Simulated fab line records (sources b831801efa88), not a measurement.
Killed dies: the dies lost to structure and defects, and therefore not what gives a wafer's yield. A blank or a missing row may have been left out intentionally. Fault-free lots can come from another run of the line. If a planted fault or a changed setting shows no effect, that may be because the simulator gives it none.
Chamber matching + flow gf180mcu + GF_POLY_GATE_ETCH_13 on rie-si-02 has 4 sister chambers
The step etches poly-Si in HBr/Cl2, stops on SiO2, target depth 198.5 nm, time 69.6 s. 16 wafers are shown with their chamber, then 8 later ones without.

WAFERS PAIRED WITH THEIR CHAMBERS
| wafer  | chamber | drypump-motor-current-A (A) | oes-product-au (a.u.) | throttle-valve-pct (%) |
|--------|---------|-----------------------------|-----------------------|------------------------|
| L074.4 | 3       | 5.4                         | 0.968                 | 33.686                 |
| L074.5 | 0       | 5.4                         | 0.994                 | 33.693                 |
| L074.6 | 1       | 6.4                         | 0.972                 | 33.697                 |
| L083.2 | 3       | 5.4                         | 0.977                 | 33.688                 |
| L083.5 | 2       | 6.3                         | 0.996                 | 33.676                 |
| L083.6 | 3       | 5.4                         | 0.985                 | 33.677                 |
| L084.2 | 3       | 5.4                         | 0.968                 | 33.695                 |
| L084.4 | 2       | 6.3                         | 0.983                 | 33.681                 |
| L084.6 | 3       | 5.4                         | 0.978                 | 33.686                 |
| L090.2 | 2       | 6.3                         | 1.017                 | 33.687                 |
| L090.3 | 3       | 5.4                         | 0.983                 | 33.682                 |
| L090.4 | 0       | 5.3                         | 0.996                 | 33.696                 |
| L091.3 | 0       | 5.4                         | 0.974                 | 33.681                 |
| L091.4 | 2       | 6.3                         | 1.002                 | 33.678                 |
| L091.5 | 0       | 5.3                         | 0.992                 | 33.692                 |
| L094.1 | 1       | 6.4                         | 0.973                 | 33.694                 |

SIGNATURES (averages over the wafers above)
| reading                 | chamber 0 | chamber 1 | chamber 2 | chamber 3 | scatter within a chamber |
|-------------------------|-----------|-----------|-----------|-----------|--------------------------|
| drypump-motor-current-A | 5.350     | 6.400     | 6.300     | 5.400     | 0.0289                   |
| oes-product-au          | 0.98900   | 0.97250   | 0.99950   | 0.97650   | 0.00986                  |
| throttle-valve-pct      | 33.69050  | 33.69550  | 33.68050  | 33.68567  | 0.00566                  |
Rule: for each reading, subtract the chamber's mean from the wafer's reading, divide by that reading's scatter and square the result; add these up over the readings and take the root, which gives the wafer's distance from the chamber. The wafer belongs to the nearest chamber; if the next one is less than 2 further off, it can't be placed. The scatter: the root of (the sum of the squares of (reading less its chamber's mean) over the shown wafers, divided by (wafers less chambers)).

WAFERS MISSING THEIR CHAMBER
| wafer  | drypump-motor-current-A (A) | oes-product-au (a.u.) | throttle-valve-pct (%) |
|--------|-----------------------------|-----------------------|------------------------|
| L094.4 | 6.4                         | 0.973                 | 33.686                 |
| L094.5 | 6.3                         | 0.989                 | 33.687                 |
| L095.4 | 6.3                         | 1.012                 | 33.695                 |
| L095.5 | 5.4                         | 0.979                 | 33.691                 |
| L095.6 | 6.3                         | 0.982                 | 33.695                 |
| L097.1 | 5.3                         | 0.978                 | 33.693                 |
| L097.4 | 6.4                         | 0.979                 | 33.683                 |
| L097.5 | 6.3                         | 1.007                 | 33.684                 |

EACH ONE'S CHAMBER
| wafer  | from the rows above     | in truth |
|--------|-------------------------|----------|
| L094.4 | 1                       | 1        |
| L094.5 | 2                       | 2        |
| L095.4 | 2                       | 2        |
| L095.5 | can't be placed: 3 or 0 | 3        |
| L095.6 | can't be placed: 2 or 1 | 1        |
| L097.1 | can't be placed: 0 or 3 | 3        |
| L097.4 | can't be placed: 1 or 2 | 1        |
| L097.5 | 2                       | 2        |
Correct placement for 4 of the 8. From these rows, 4 cannot be placed; in 4 the true chamber is one of the candidates. Placed wrongly: 0.
